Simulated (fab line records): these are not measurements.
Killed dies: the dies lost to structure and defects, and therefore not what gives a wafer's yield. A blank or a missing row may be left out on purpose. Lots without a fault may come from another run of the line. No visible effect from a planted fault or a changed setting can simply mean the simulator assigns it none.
fab line records    flow sky130
record: lots: 14  wafers: 42  lastDay: 49
route steps=708 shown NWELL@64
lots that met no fault: taken from a fault-free run of the same line
startH: hours from the record's opening day to when the first of the lot's shown wafers began    waitH: hours from the lot's prior step to this one    " unchanged from the row above    L1.1+2: several wafers, shown together as one row    - no value present, or no start provided    * or withheld: withheld    < > ~ a bound
route shown NAME@n: a module of which the file shows steps, and the number in the route of the first    usual: mean/standard deviation of fault-free wafers    same: alike in all rows    chamber/n: place in a boat    sites: each site's reading    _std_site: their standard deviation    _edge_site: inner sites' mean taken away from outer sites' mean    radiusMm: how far each site lies from the wafer's centre    mask NAME#n: copy n    behind: the most recent tool/chamber to have shaped the wafer    hold: reason for holding the lot/hours on hold/outcome of the hold    device: transistor that didn't switch, given as n, p or np    end of line: tests run on the same wafers once the route is complete    for a step that has no rows: nothing shown but its recipe    killed: count of dies lost to structure and defects at first sort (not the wafer's yield)    map: a wafer's dies, marking killed ones x, the rest . and places with no die _
set.NAME: setting as actually run; set.NAME@STEP: the setting as run at that earlier step    model.NAME: the simulator's own value behind a step, which no gauge read
one table for each step of the route and one row for each wafer, over a sample of lots
services: when a tool's chamber went out of use (startH, in hours from the record's first day, below 0 if earlier), for how many hours, and the reason
== steps ==
step: SKY_NWELL_IMPLANT_11
recipe: species: P  energyKev: 400  doseCm2: 1.9e+13  tiltDeg: withheld
usual: beamEnergyKeV: 399.98/0.14  implantIonAmu: 31/0
lot.wafer  tool          chamber  startH  waitH  beamEnergyKeV  implantIonAmu
L768.1     implanter-01  0        84.87   0.0    399.83         31
L768.4     "             0        "       "      399.94         31
L768.6     "             0        "       "      399.87         31
L769.1     implanter-03  0        91.42   0.0    400.08         31
L769.4     "             0        "       "      399.96         31
L769.5     "             0        "       "      400.00         31
L770.1     implanter-04  0        96.02   0.0    399.78         31
L770.2     "             0        "       "      399.87         31
L770.5     "             0        "       "      399.69         31
L771.2     implanter-04  0        103.79  0.0    400.08         31
L771.3     "             0        "       "      400.16         31
L771.5     "             0        "       "      399.94         31
L772.1     implanter-01  0        110.87  0.0    399.93         31
L772.2     "             0        "       "      400.03         31
L772.5     "             0        "       "      400.14         31
L773.2     implanter-04  0        112.94  0.0    400.14         31
L773.3     "             0        "       "      400.36         31
L773.5     "             0        "       "      400.24         31
L774.1     implanter-01  0        116.72  0.0    400.08         31
L774.2     "             0        "       "      400.02         31
L774.4     "             0        "       "      400.17         31
L775.2     implanter-01  0        122.57  0.1    399.80         31
L775.3     "             0        "       "      399.72         31
L775.4     "             0        "       "      399.98         31
L776.2     implanter-01  0        129.35  0.0    399.84         31
L776.3     "             0        "       "      399.89         31
L776.6     "             0        "       "      399.69         31
L779.1     implanter-01  0        147.67  0.0    400.06         31
L779.5     "             0        "       "      399.94         31
L779.6     "             0        "       "      399.87         31
L780.3     implanter-04  0        157.41  0.1    400.10         75
L780.4     "             0        "       "      400.01         75
L780.6     "             0        "       "      400.11         75
L781.2     implanter-03  0        164.29  0.0    399.92         75
L781.4     "             0        "       "      399.77         75
L781.6     "             0        "       "      399.78         75
L782.1     implanter-01  0        181.37  0.0    400.18         75
L782.2     "             0        "       "      400.10         75
L782.6     "             0        "       "      400.00         75
L783.4     implanter-01  0        182.39  0.1    400.09         75
L783.5     "             0        "       "      400.09         75
L783.6     "             0        "       "      399.81         75
step: SKY_NWELL_TW_MEAS_15
usual: NWELL_TW: 1807/13
lot.wafer  tool          chamber  startH  waitH  NWELL_TW
L768.1     filmMetro-04  -        85.42   0.1    1811
L768.4     "             -        "       "      1807
L768.6     "             -        "       "      1820
L769.1     filmMetro-01  -        91.97   0.1    1796
L769.4     "             -        "       "      1799
L769.5     "             -        "       "      1799
L770.1     filmMetro-01  -        96.57   0.1    1785
L770.2     "             -        "       "      1792
L770.5     "             -        "       "      1786
L771.2     filmMetro-01  -        104.32  0.1    1776
L771.3     "             -        "       "      1791
L771.5     "             -        "       "      1785
L772.1     filmMetro-02  -        111.42  0.1    1814
L772.2     "             -        "       "      1813
L772.5     "             -        "       "      1819
L773.2     filmMetro-04  -        113.48  0.1    1805
L773.3     "             -        "       "      1806
L773.5     "             -        "       "      1804
L774.1     filmMetro-02  -        117.27  0.1    1818
L774.2     "             -        "       "      1812
L774.4     "             -        "       "      1816
L775.2     filmMetro-02  -        123.23  0.1    1819
L775.3     "             -        "       "      1830
L775.4     "             -        "       "      1824
L776.2     filmMetro-01  -        129.88  0.1    1789
L776.3     "             -        "       "      1796
L776.6     "             -        "       "      1805
L779.1     filmMetro-01  -        148.22  0.1    1775
L779.5     "             -        "       "      1779
L779.6     "             -        "       "      1789
L780.3     filmMetro-02  -        157.93  0.1    2812
L780.4     "             -        "       "      2820
L780.6     "             -        "       "      2815
L781.2     filmMetro-04  -        164.82  0.1    2797
L781.4     "             -        "       "      2775
L781.6     "             -        "       "      2789
L782.1     filmMetro-02  -        181.92  0.1    2791
L782.2     "             -        "       "      2775
L782.6     "             -        "       "      2782
L783.4     filmMetro-02  -        182.90  0.1    2787
L783.5     "             -        "       "      2785
L783.6     "             -        "       "      2781
step: SKY_NWELL_RS_MEAS_29
recipe: thkMeasGauge: four-point-probe
usual: NWELL_RS: 624.6/1.5
lot.wafer  tool          chamber  startH  waitH  NWELL_RS[ohm/sq]
L768.1     filmMetro-04  -        103.43  0.1    625.0
L768.4     "             -        "       "      627.2
L768.6     "             -        "       "      626.1
L769.1     filmMetro-02  -        109.78  0.1    625.2
L769.4     "             -        "       "      623.8
L769.5     "             -        "       "      624.6
L770.1     filmMetro-02  -        114.07  0.1    624.1
L770.2     "             -        "       "      625.1
L770.5     "             -        "       "      623.8
L771.2     filmMetro-02  -        120.55  0.1    623.2
L771.3     "             -        "       "      624.4
L771.5     "             -        "       "      623.2
L772.1     filmMetro-04  -        128.07  0.1    623.4
L772.2     "             -        "       "      623.4
L772.5     "             -        "       "      623.3
L773.2     filmMetro-04  -        130.95  0.1    624.3
L773.3     "             -        "       "      623.6
L773.5     "             -        "       "      623.9
L774.1     filmMetro-02  -        135.88  0.1    625.0
L774.2     "             -        "       "      625.5
L774.4     "             -        "       "      622.4
L775.2     filmMetro-01  -        143.45  0.1    622.4
L775.3     "             -        "       "      622.8
L775.4     "             -        "       "      621.7
L776.2     filmMetro-02  -        150.24  0.1    624.5
L776.3     "             -        "       "      625.0
L776.6     "             -        "       "      624.2
L779.1     filmMetro-04  -        168.83  0.1    625.5
L779.5     "             -        "       "      625.7
L779.6     "             -        "       "      624.9
L780.3     filmMetro-04  -        178.07  0.1    840.3
L780.4     "             -        "       "      840.8
L780.6     "             -        "       "      839.3
L781.2     filmMetro-01  -        186.35  0.1    838.8
L781.4     "             -        "       "      839.5
L781.6     "             -        "       "      837.7
L782.1     filmMetro-02  -        203.72  0.1    835.5
L782.2     "             -        "       "      836.6
L782.6     "             -        "       "      837.0
L783.4     filmMetro-01  -        205.29  0.1    837.9
L783.5     "             -        "       "      839.7
L783.6     "             -        "       "      840.1
== services ==
tool          chamber  startH  hours  kind
implanter-01  -        69.65   13.9   pm
implanter-04  -        75.11   6.8    repair
implanter-01  -        87.90   3.9    repair
implanter-01  -        89.88   0.6    repair
implanter-03  -        98.61   2.2    repair
implanter-01  -        113.09  3.5    repair
implanter-01  -        158.50  5.6    repair
== key ==
firstSign: step: SKY_NWELL_IMPLANT_11  reading: implantIonAmu  direction: up  sigmas: 99+  usual: 31  struck: 75
effect: step: SKY_NWELL_TW_MEAS_15  reading: NWELL_TW  direction: up  sigmas: 76  usual: 1807  struck: 2792
effect: step: SKY_NWELL_RS_MEAS_29  reading: NWELL_RS  direction: up  sigmas: 99+  usual: 624.6  struck: 838.6
metAt SKY_NWELL_IMPLANT_11
struckLots L780,L781,L782,L783
testerLeftOut L780,L781,L782,L783
onsetBetween 147.67 157.41
fault: kind: wrongRecipeDownload  tool: implanter-01,implanter-03,implanter-04  chamber: -  onsetH: 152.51  steps: SKY_NWELL_IMPLANT_11  wrongRecipe.notListed: 1
testerLeftOut: of these lots the tester's yield and bins aren't shown, on N5 and GAA mostly nor the transistor test; their killed dies are dies lost to structure and defects alone, not to doping, threshold or leakage, so they don't give the yield
